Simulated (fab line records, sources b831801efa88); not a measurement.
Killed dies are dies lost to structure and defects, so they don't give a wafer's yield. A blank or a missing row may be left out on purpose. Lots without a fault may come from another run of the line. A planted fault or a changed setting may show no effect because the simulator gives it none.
Chamber matching | flow sky130 | SKY_CONTACT_CMP_27 on cmp-02: 4 sister chambers
The step polishes, stops on SiO2, t overpolish 15 s, target thk 0 nm. 36 wafers are shown with their chamber, then 12 later ones without.

WAFERS WITH THEIR CHAMBER
wafer  | chamber | motor_current_A (A) | time_to_endpoint_s (s) | edge_zone_pressure_frac
L074.2 | 3       | 12.1                | 84.7                   | 1.004
L074.3 | 0       | 11.6                | 82.3                   | 0.986
L074.6 | 0       | 12.4                | 82.4                   | 0.988
L075.4 | 0       | 12.5                | 80.6                   | 0.999
L075.5 | 3       | 11.7                | 83.0                   | 1.004
L075.6 | 0       | 11.9                | 77.4                   | 1.000
L077.4 | 1       | 10.2                | 80.2                   | 1.005
L077.5 | 1       | 10.0                | 84.9                   | 1.000
L077.6 | 2       | 11.4                | 86.2                   | 1.001
L078.3 | 3       | 12.8                | 82.0                   | 0.994
L078.4 | 2       | 11.3                | 85.5                   | 0.995
L078.6 | 2       | 11.0                | 85.9                   | 1.005
L079.4 | 1       | 9.9                 | 78.3                   | 0.995
L079.5 | 2       | 11.0                | 77.5                   | 1.004
L079.6 | 1       | 10.1                | 79.4                   | 0.997
L080.1 | 0       | 12.6                | 82.8                   | 0.989
L080.4 | 3       | 12.0                | 85.7                   | 1.012
L080.5 | 3       | 12.0                | 85.1                   | 0.998
L082.3 | 0       | 11.7                | 79.8                   | 1.004
L082.5 | 1       | 10.1                | 81.6                   | 1.007
L082.6 | 2       | 10.6                | 82.5                   | 1.000
L083.1 | 2       | 11.3                | 87.3                   | 1.001
L083.3 | 0       | 12.2                | 80.3                   | 1.003
L083.5 | 1       | 10.0                | 83.4                   | 1.005
L086.1 | 1       | 9.7                 | 75.5                   | 1.006
L086.3 | 0       | 12.5                | 79.0                   | 1.008
L086.6 | 3       | 12.3                | 80.6                   | 0.994
L089.2 | 3       | 12.0                | 87.3                   | 0.999
L089.5 | 2       | 11.5                | 86.1                   | 0.998
L089.6 | 1       | 10.4                | 81.2                   | 1.004
L090.2 | 1       | 10.4                | 79.7                   | 1.002
L090.3 | 2       | 11.0                | 84.5                   | 1.005
L090.4 | 0       | 12.1                | 84.1                   | 1.001
L091.2 | 3       | 12.3                | 79.1                   | 0.996
L091.3 | 0       | 12.5                | 77.0                   | 1.004
L091.5 | 0       | 11.8                | 80.7                   | 0.996

SIGNATURES (means of the wafers above)
reading                 | chamber 0 | chamber 1 | chamber 2 | chamber 3 | scatter within a chamber
motor_current_A         | 12.164    | 10.089    | 11.137    | 12.150    | 0.31
time_to_endpoint_s      | 80.582    | 80.467    | 84.438    | 83.438    | 2.7
edge_zone_pressure_frac | 0.99800   | 1.00233   | 1.00113   | 1.00012   | 0.00569
Rule: a wafer's distance from a chamber is the root of the sum, over the readings, of the square of ((its reading less the chamber's mean) divided by the reading's scatter). The wafer belongs to the nearest chamber; if the next one is less than 2 further off, it can't be placed. The scatter: the root of (the sum of the squares of (reading less its chamber's mean) over the shown wafers, divided by (wafers less chambers)).

WAFERS WITHOUT THEIR CHAMBER
wafer  | motor_current_A (A) | time_to_endpoint_s (s) | edge_zone_pressure_frac
L092.2 | 12.4                | 85.8                   | 1.006
L092.4 | 10.0                | 83.0                   | 1.002
L092.5 | 11.3                | 81.2                   | 0.998
L093.2 | 10.1                | 82.0                   | 1.000
L093.3 | 11.1                | 83.8                   | 0.995
L093.6 | 10.5                | 81.9                   | 0.997
L094.1 | 12.4                | 87.3                   | 0.999
L094.2 | 10.9                | 82.3                   | 0.996
L094.3 | 12.9                | 80.2                   | 0.991
L095.1 | 11.5                | 84.5                   | 1.001
L095.5 | 12.3                | 82.9                   | 1.002
L095.6 | 12.4                | 85.3                   | 1.005

WHICH CHAMBER EACH WENT THROUGH
wafer  | from the rows above          | in truth
L092.2 | can't be placed: 3 or 0      | 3
L092.4 | 1                            | 1
L092.5 | can't be placed: 2 or 0 or 3 | 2
L093.2 | 1                            | 1
L093.3 | 2                            | 2
L093.6 | can't be placed: 1 or 2      | 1
L094.1 | can't be placed: 3 or 0      | 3
L094.2 | can't be placed: 2 or 1      | 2
L094.3 | can't be placed: 0 or 3      | 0
L095.1 | can't be placed: 2 or 3 or 0 | 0
L095.5 | can't be placed: 3 or 0      | 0
L095.6 | can't be placed: 3 or 0      | 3
Placed correctly: 3 of 12. Can't be placed from these rows: 9 (the true chamber is among the candidates in 9). Placed wrongly: 0.
